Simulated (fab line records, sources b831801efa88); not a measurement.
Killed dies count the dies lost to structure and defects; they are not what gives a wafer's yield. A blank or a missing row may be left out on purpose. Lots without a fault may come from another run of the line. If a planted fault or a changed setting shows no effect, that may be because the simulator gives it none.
A struck lot beside a sound one + flow sky130 + 27 out of 708 route steps
Sound: these wafers, L431.1, L431.2, L431.4. Wafers L435.1, L435.3, L435.6 were the ones struck. The cause is given at the end.
At each step with rows: each side's tool, then ch and its chambers, then its first start. Under that, the readings that differ: sound wafers + struck wafers + difference of the means + sigmas: that difference in standard deviations of wafers without a fault.
alike: same words and numbers on both sides, and readings whose means sit less than 2 such deviations apart. not compared: any withheld reading, any reading some wafer has no value for, any bound like >300 that may hide the same value, and any number with overlapping values for which the record gives no deviation.
The two part at a step that has a row with sigmas, a row that says differs or no value, or rows on one side only. Numbers that have no deviation but don't overlap get no sigmas and don't part them. Lack of a reading on every wafer of one side parts them only where that side has two or more wafers.

first, 3 steps without rows for these wafers: SKY_LDD_N_EXPOSE_04 (exposes mask NTM, target cd 840 nm); SKY_LDD_N_PEB_05; SKY_LDD_N_DEVELOP_06 (develop time 60 s).
SKY_LDD_N_OVL_MEAS_07:
  sound on overlay-01, day 22 12:04; struck on overlay-02, day 24 04:12
  alike: LDD_N_OVL
then, 8 steps without rows for these wafers: SKY_LDD_N_IMPLANT_08; SKY_LDD_N_IMPLANT_09; SKY_LDD_N_IMPLANT_10; SKY_LDD_N_IMPLANT_11; SKY_LDD_N_IMPLANT_12; SKY_LDD_N_IMPLANT_13; SKY_LDD_N_IMPLANT_14; SKY_LDD_N_IMPLANT_15.
SKY_LDD_N_STRIP_16: strips in O2/N2.
  sound on plasma-asher-04 ch 0,1, day 22 13:17; struck on plasma-asher-04 ch 0,1, day 24 05:26
  no value came back on the struck wafers for chamber-pressure-mTorr (mTorr), drypump-motor-current-A (A), oes-product-au (a.u.), strip-time-to-endpoint-s (s); on the sound wafers chamber-pressure-mTorr (mTorr) reads 1501.3 1500.8 1499.6
| reading                                    | sound | struck          | difference | sigmas |
|--------------------------------------------|-------|-----------------|------------|--------|
| model.NOVOLAK_of_LDD_N_COAT_02.thk-nm (nm) | 0 0 0 | 299.8 300.9 301 | +300.6     |        |
  not compared: rf-hours-counter-h
SKY_LDD_N_TW_MEAS_17:
  sound on film-metro-02, day 22 13:23; struck on film-metro-03, day 24 05:32
  alike: LDD_N_TW
then, 7 steps without rows for these wafers: SKY_LDD_P_DEHYDRATE_00 (time 60 s); SKY_LDD_P_HMDS_01 (prime time 60 s); SKY_LDD_P_COAT_02 (resist thk 1140 nm); SKY_LDD_P_SOFTBAKE_03 (time 60 s); SKY_LDD_P_EXPOSE_04 (exposes mask PSDM, target cd 380 nm); SKY_LDD_P_PEB_05; SKY_LDD_P_DEVELOP_06 (develop time 60 s).
SKY_LDD_P_CD_MEAS_07 targets a cd of 380 nm.
  sound on cd-sem-01, day 23 18:42; struck on cd-sem-02, day 25 11:08
  alike: cd-nm
SKY_LDD_P_OVL_MEAS_08:
  sound on overlay-01, day 23 18:49; struck on overlay-02, day 25 11:15
  alike: LDD_P_OVL
then, 1 step without rows for these wafers: SKY_LDD_P_IMPLANT_09.
SKY_LDD_P_STRIP_10: strips in O2/N2.
  sound on plasma-asher-04 ch 0,1, day 23 19:00; struck on plasma-asher-01 ch 0,1, day 25 11:26
| reading                      | sound             | struck            | difference | sigmas |
|------------------------------|-------------------|-------------------|------------|--------|
| strip-time-to-endpoint-s (s) | 13.97 14.03 13.98 | 18.62 18.60 18.62 | +4.62      | +92    |
  alike: chamber-pressure-mTorr, drypump-motor-current-A, oes-product-au
  not compared: rf-hours-counter-h
SKY_LDD_P_TW_MEAS_11:
  sound on film-metro-04, day 23 19:06; struck on film-metro-01, day 25 11:32
| reading  | sound       | struck   | difference | sigmas |
|----------|-------------|----------|------------|--------|
| LDD_P_TW | 643 645 649 | 30 30 30 | -616       | -98    |
then, 1 step without rows for these wafers: SKY_LDD_HVN_DEHYDRATE_00 (time 60 s).

== WHERE THEY PART ==
First at SKY_LDD_N_STRIP_16; last, within this record, at SKY_LDD_P_TW_MEAS_11.

WHY: whatever the simulator had introduced
Entire step skipped (plasma-asher-04, SKY_LDD_N_STRIP_16), from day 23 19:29 onward. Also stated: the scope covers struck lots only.
